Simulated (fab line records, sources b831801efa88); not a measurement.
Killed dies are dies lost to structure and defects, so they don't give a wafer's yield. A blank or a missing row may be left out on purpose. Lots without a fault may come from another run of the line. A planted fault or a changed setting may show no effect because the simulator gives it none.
Chamber matching | flow sky130 | SKY_CONTACT_CVD_00 on pecvd-03: 3 sister chambers
The step deposits Si3N4, target thk 75 nm. 3 wafers are shown with their chamber, then 9 later ones without.

WAFERS WITH THEIR CHAMBER
wafer  | chamber | heater_power_w (W)
L083.3 | 2       | 661
L085.2 | 0       | 684
L085.4 | 1       | 623

WAFERS WITHOUT THEIR CHAMBER
wafer  | heater_power_w (W)
L087.2 | 633
L087.4 | 628
L087.6 | 586
L091.2 | 591
L091.3 | 708
L091.5 | 613
L093.2 | 642
L093.3 | 612
L093.6 | 606

WHICH CHAMBER EACH WENT THROUGH
wafer  | from the rows above          | in truth
L087.2 | can't be placed: 1 or 2 or 0 | 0
L087.4 | can't be placed: 1 or 2      | 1
L087.6 | can't be placed: 1 or 2      | 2
L091.2 | can't be placed: 1 or 2      | 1
L091.3 | can't be placed: 0 or 2      | 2
L091.5 | can't be placed: 1 or 2      | 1
L093.2 | can't be placed: 1 or 2 or 0 | 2
L093.3 | can't be placed: 1 or 2      | 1
L093.6 | can't be placed: 1 or 2      | 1
Placed correctly: 0 of 9. Can't be placed from these rows: 9 (the true chamber is among the candidates in 9). Placed wrongly: 0.
How it was worked out, from the rows above alone: a wafer's distance from a chamber is the root of the sum, over the readings, of the square of ((its reading less the chamber's mean) divided by the reading's scatter). The wafer belongs to the nearest chamber; if the next one is less than 2 further off, it can't be placed. A chamber's mean is the mean of its shown wafers. The scatter: with one shown wafer a chamber, the root of the mean of the squares of how far each hidden wafer lies from its nearest shown one.
